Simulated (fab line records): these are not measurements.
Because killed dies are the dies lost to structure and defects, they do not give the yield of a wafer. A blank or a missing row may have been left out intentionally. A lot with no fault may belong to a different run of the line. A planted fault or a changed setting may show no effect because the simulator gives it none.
What tool caused it? | flow gf180mcu | 39 wafers from 13 lots sampled at 5 of the route's 602 steps

== WHAT EACH GAUGE READ, for each wafer ==
GF_STI_THK_MEAS_04. Usual: STI_CVD_03_THK typically reads 208.0 nm, with standard deviation 2.2.
lot  | measured    | on            | STI_CVD_03_THK (nm) | flag
L543 | day 1 14:22 | film metro-03 | 210.0 210.4 211.5   |
L544 | day 1 20:20 | film metro-03 | 207.6 209.8 209.2   |
L552 | day 3 10:45 | film metro-03 | 205.2 205.6 206.2   |
L553 | day 3 16:22 | film metro-04 | 211.3 211.1 210.5   |
L554 | day 3 20:34 | film metro-04 | 209.5 209.9 207.5   |
L555 | day 4 01:38 | film metro-04 | 210.1 208.7 208.1   |
L558 | day 4 17:37 | film metro-04 | 205.6 205.2 204.6   |
L559 | day 4 21:34 | film metro-02 | 211.7 211.2 210.8   |
L561 | day 5 08:05 | film metro-04 | 208.7 207.1 206.2   |
L562 | day 5 12:35 | film metro-04 | 209.5 208.4 209.0   |
L563 | day 5 18:16 | film metro-02 | 205.5 207.4 204.4   |
L564 | day 6 00:45 | film metro-03 | 206.8 207.0 206.1   |
L565 | day 6 07:08 | film metro-04 | 209.9 207.2 208.6   |

GF_MVSD_TW_MEAS_11. Usual: MVSD_TW typically reads 1592, with standard deviation 11.
lot  | measured    | on            | MVSD_TW                       | flag
L543 | day 4 10:35 | film metro-04 | 1598 1597 1598                |
L544 | day 4 18:43 | film metro-04 | 1600 1603 1597                |
L552 | day 6 14:49 | film metro-04 | 1599 1598 1587                |
L553 | day 6 21:22 | film metro-01 | 1587 1587 1588                |
L554 | day 7 02:02 | film metro-03 | 1608 1597 1591                |
L555 | day 7 08:55 | film metro-03 | 1607 1596 1600                |
L558 | day 8 02:25 | film metro-04 | 1592 1592 1579                |
L559 | day 8 07:44 | film metro-04 | 1585 1588 1586                |
L561 | day 9 00:44 | film metro-01 | 1571 1576 1568                |
L562 | day 9 03:47 | film metro-03 | 1785 1774 1775 1782 1777 1783 | OFF
L563 | day 9 08:58 | film metro-01 | 1580 1571 1581                |
L564 | day 9 17:37 | film metro-03 | 1779 1783 1768 1786 1776 1785 | OFF
L565 | day 9 22:55 | film metro-03 | 1779 1778 1774 1770 1783 1776 | OFF

GF_PSD_CD_MEAS_07: target cd 400 nm. Usual: cd nm 400.7 nm, standard deviation 2.6.
lot  | measured     | on        | cd nm (nm)        | flag
L543 | day 14 04:28 | cd sem-01 | 402.9 403.3 402.9 |
L544 | day 14 16:55 | cd sem-01 | 398.7 397.3 399.6 |
L552 | day 17 14:29 | cd sem-02 | 396.6 396.9 396.2 |
L553 | day 17 23:44 | cd sem-02 | 400.0 401.4 400.1 |
L554 | day 18 04:37 | cd sem-02 | 396.2 399.0 399.1 |
L555 | day 18 16:05 | cd sem-02 | 400.6 401.2 402.4 |
L558 | day 19 16:23 | cd sem-02 | 397.0 397.3 398.1 |
L559 | day 20 04:10 | cd sem-01 | 405.6 403.0 402.4 |
L561 | day 21 02:39 | cd sem-01 | 397.7 399.2 398.5 |
L562 | day 21 11:34 | cd sem-01 | 401.8 398.1 399.3 |
L563 | day 21 12:20 | cd sem-02 | 401.0 402.9 402.1 |
L564 | day 21 22:13 | cd sem-02 | 398.5 396.8 396.0 |
L565 | day 22 03:17 | cd sem-01 | 401.7 402.3 402.0 |

== WHAT TOOL EACH LOT RAN ON (gives the tool, then ch and the chambers of the sampled wafers, and finally the start) ==
lot  | GF_MVSD_IMPLANT_08             | GF_NSD_STRIP_11
L543 | implanter-02 ch 0, day 4 10:11 | plasma asher-03 ch 0,1, day 13 07:38
L544 | implanter-04 ch 0, day 4 18:20 | plasma asher-03 ch 0,1, day 13 20:26
L552 | implanter-03 ch 0, day 6 14:27 | plasma asher-04 ch 0,1, day 16 15:22
L553 | implanter-02 ch 0, day 6 21:00 | plasma asher-01 ch 0,1, day 16 23:59
L554 | implanter-03 ch 0, day 7 01:39 | plasma asher-04 ch 0, day 17 05:20
L555 | implanter-04 ch 0, day 7 08:31 | plasma asher-01 ch 0,1, day 17 16:28
L558 | implanter-03 ch 0, day 8 02:03 | plasma asher-01 ch 0,1, day 18 15:22
L559 | implanter-04 ch 0, day 8 07:21 | plasma asher-03 ch 0,1, day 19 02:41
L561 | implanter-03 ch 0, day 9 00:21 | plasma asher-01 ch 0,1, day 20 02:20
L562 | implanter-04 ch 0, day 9 03:25 | plasma asher-01 ch 0,1, day 20 11:17
L563 | implanter-03 ch 0, day 9 08:36 | plasma asher-01 ch 0,1, day 20 12:09
L564 | implanter-04 ch 0, day 9 17:15 | plasma asher-01 ch 0,1, day 20 22:10
L565 | implanter-04 ch 0, day 9 22:31 | plasma asher-03 ch 0,1, day 21 03:34
- GF_MVSD_IMPLANT_08
- GF_NSD_STRIP_11: strips in O2/N2.

== WHAT THE TOOLS THEMSELVES READ (means of the sampled wafers that have a number; where no wafer has one, the mark that the record gives instead) ==
GF_MVSD_IMPLANT_08. Usual: tilt deg 0.001 degrees, standard deviation 0.019.
lot  | tool         | tilt deg (degrees) | flag
L543 | implanter-02 | -0.016             |
L544 | implanter-04 | -0.006             |
L552 | implanter-03 | -0.008             |
L553 | implanter-02 | -0.006             |
L554 | implanter-03 | 0.019              |
L555 | implanter-04 | -0.020             |
L558 | implanter-03 | 0.008              |
L559 | implanter-04 | 0.012              |
L561 | implanter-03 | 0.008              |
L562 | implanter-04 | 11.892             | OFF
L563 | implanter-03 | -0.007             |
L564 | implanter-04 | 11.908             | OFF
L565 | implanter-04 | 11.906             | OFF

GF_NSD_STRIP_11. Usual: drypump motor current A 5.8 A, standard deviation 0.49; heater power w 345 W, standard deviation 23; oes product au 0.487 a.u., standard deviation 0.0046; strip time to endpoint s 22.98 s, standard deviation 0.043.
lot  | tool            | drypump motor current A (A) | heater power w (W) | oes product au (a.u.) | strip time to endpoint s (s) | flag
L543 | plasma asher-03 | 5.4                         | 331                | 0.484                 | 22.94                        |
L544 | plasma asher-03 | 5.3                         | 330                | 0.488                 | 23.04                        |
L552 | plasma asher-04 | 6.2                         | 361                | 0.487                 | 22.98                        |
L553 | plasma asher-01 | 6.0                         | 348                | 0.490                 | 23.02                        |
L554 | plasma asher-04 | 5.6                         | 319                | 0.488                 | 22.93                        |
L555 | plasma asher-01 | 5.6                         | 348                | 0.482                 | 22.99                        |
L558 | plasma asher-01 | 5.6                         | 357                | 0.487                 | 23.01                        |
L559 | plasma asher-03 | 5.3                         | 339                | 0.485                 | 22.99                        |
L561 | plasma asher-01 | 5.6                         | 348                | 0.484                 | 22.92                        |
L562 | plasma asher-01 | 5.6                         | 348                | 0.487                 | 22.93                        |
L563 | plasma asher-01 | 6.0                         | 354                | 0.489                 | 22.99                        |
L564 | plasma asher-01 | 5.6                         | 344                | 0.487                 | 22.96                        |
L565 | plasma asher-03 | 5.4                         | 328                | 0.489                 | 23.00                        |

== THE ANSWER, worked out from the rows above alone ==
Rule: a lot counts as off when the mean over its wafers that have a number is more than 3 standard deviations away from the usual mean. Also off: a lot with no number at a reading for which 4 or more lots have one. The other lots that the step has rows for count as sound. The gauges are gone through in route order, then the tools' own readings, and for those a lot's mean is taken as printed above. The first step at which some lot is off is used, and at that step the reading that is off furthest; a lot without a number counts as furthest.
Off: at GF_MVSD_TW_MEAS_11 (MVSD_TW), L562, L564, L565.
If a tool, at a process step before that reading, ran all the lots that are off and no sound lot after the first of them, it fits. Not tried: the gauges at GF_MVSD_TW_MEAS_11; whatever is off there is also off at GF_MVSD_IMPLANT_08, on other tools, and gauge error can't account for it. One candidate fits, namely implanter-04 at GF_MVSD_IMPLANT_08. Its last sound lot is L559 (day 8 07:21), its first lot that is off L562 (day 9 03:25): a fault that began between those two fits.
The tool's own readings at GF_MVSD_IMPLANT_08 bear it out: on the lots that are off they differ by more than 5 times the standard deviation of the sound lots' means. tilt deg reads 11.902 degrees there against -0.002 degrees on the sound lots.

== WHAT THE SIMULATOR PUT IN ==
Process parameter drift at GF_MVSD_IMPLANT_08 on implanter-04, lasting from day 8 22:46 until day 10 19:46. A move of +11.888 in setting tilt deg, from 0. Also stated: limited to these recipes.
Struck lots among those shown: L562, L564, L565. The rule given above showed the same thing.
